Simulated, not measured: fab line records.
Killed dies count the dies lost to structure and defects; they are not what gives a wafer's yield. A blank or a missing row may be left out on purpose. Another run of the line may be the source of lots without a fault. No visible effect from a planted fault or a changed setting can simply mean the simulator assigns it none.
A lot that was struck, set against a sound lot ; flow sky130 ; 16 out of 708 route steps
Sound: these wafers, L712.2, L712.3, L712.4. Wafers struck: L703.1, L703.2, L703.6. The cause is given at the end.
For every step that has rows: the tool of each side, followed by ch and its chambers, followed by its first start. Under that, the readings that differ: sound wafers ; struck wafers ; difference of the means ; sigmas: that difference in standard deviations of wafers without a fault.
alike: readings with means less than 2 such deviations apart, plus words and numbers identical on both sides. not compared: withheld readings, readings lacking a value on some wafer, bounds such as >300 that could conceal the same value, and numbers that have no deviation in the record and whose values overlap.
A row with sigmas, a row that says differs or no value, or rows on one side alone: a step with any of these is where the two part. Numbers that don't overlap but have no deviation are shown without sigmas and don't part them. Lack of a reading on every wafer of one side parts them only where that side has two or more wafers.

first, 3 steps without rows for these wafers: SKY_SONOS_TUNNEL_EXPOSE_04 (exposes mask TUNM, target cd 410 nm); SKY_SONOS_TUNNEL_PEB_05; SKY_SONOS_TUNNEL_DEVELOP_06 (develop time 60.75 s).
SKY_SONOS_TUNNEL_CD_MEAS_07 targets a cd of 410 nm.
  sound on cdSem-01, day 15 23:02; struck on cdSem-02, day 13 00:11
  alike: cdNm
SKY_SONOS_TUNNEL_OVL_MEAS_08:
  sound on overlay-02, day 15 23:09; struck on overlay-02, day 13 00:19
  alike: SONOS_TUNNEL_OVL
then, 3 steps without rows for these wafers: SKY_SONOS_TUNNEL_IMPLANT_09; SKY_SONOS_TUNNEL_WET_ETCH_10 (etches SiO2 in dHF, target depth 14 nm, time 280 s); SKY_SONOS_TUNNEL_STRIP_11 (strips in SPM, time 600 s).
SKY_SONOS_TUNNEL_TW_MEAS_12:
  sound on filmMetro-02, day 15 23:36; struck on filmMetro-03, day 13 00:46
  alike: SONOS_TUNNEL_TW
then, 2 steps without rows for these wafers: SKY_SONOS_TUNNEL_CLEAN_13 (cleans in dHF, time 20 s); SKY_SONOS_ONO_OXIDATION_00 (stabilise 600 s, purge 300 s, target thk 2.6 nm).
SKY_SONOS_ONO_THK_MEAS_01:
  sound on filmMetro-04, day 16 01:01; struck on filmMetro-04, day 13 03:09
reading;sound;struck;difference;sigmas
SONOS_ONO_OXIDATION_THK (nm);2.67 2.67 2.61;2.54 2.50 2.51;-0.13;-2
SKY_SONOS_ONO_CVD_02: deposits Si3N4 from DCS/NH3, target thk 10.5 nm, time 180 s.
  sound on lpcvd-02 ch 1, day 16 01:04; struck on lpcvd-02 ch 1, day 13 03:13
reading;sound;struck;difference;sigmas
pressureMtorr (mTorr);249.6 249.4 249.7;301.1 300.8 300.8;+51.3;+99 or more
model.Si3N4_of_SONOS_ONO_CVD_02.thkNm (nm);10.64 10.61 10.6;11.12 11.07 11.1;+0.48;
SKY_SONOS_ONO_THK_MEAS_03:
  sound on filmMetro-04, day 16 02:08; struck on filmMetro-01, day 13 04:16
reading;sound;struck;difference;sigmas
SONOS_ONO_CVD_02_THK (nm);10.63 10.62 10.62;11.10 11.09 11.16;+0.49;+5
then, 1 step without rows for these wafers: SKY_SONOS_ONO_CVD_04 (deposits SiO2 from SiH4/N2O, target thk 5.7199 nm).
-- record jumps: 34 days separate the struck wafers' starts on either side; left off in module SONOS_ONO, taken up again in module PAD_OPEN, whose first shown step is the route's number 708 --
SKY_PAD_OPEN_PROBE_99:
  sound on prober-02, day 49 03:15; struck on prober-01, day 47 00:23
reading;sound;struck;difference;sigmas
model.etest.capOno.gateLog10ACm2;-8.124 -8.156 -8.142;-8.076 -7.949 -7.97;+0.142;
model.etest.capOno.toxAccNm (nm);13.07 13.1 12.99;12.98 12.88 12.89;-0.14;
  alike: killed_at_M0_to_M3, killed_at_M4_up, killedAtContacts, killedAtFrontEnd, killedAtOther, killedDies, killedOpen, killedShort
  not compared: model.etest.sonosProgrammed.vtV, model.etest.sonosErased.vtV, model.etest.sonosBaked.vtV, model.etest.sonosBaked.vtLessV

WHERE THEY PART
First at SKY_SONOS_ONO_THK_MEAS_01; last, within this record, at SKY_SONOS_ONO_THK_MEAS_03. Later steps at which nothing parts them and some readings are alike: SKY_PAD_OPEN_PROBE_99.

WHY: what had been put in by the simulator
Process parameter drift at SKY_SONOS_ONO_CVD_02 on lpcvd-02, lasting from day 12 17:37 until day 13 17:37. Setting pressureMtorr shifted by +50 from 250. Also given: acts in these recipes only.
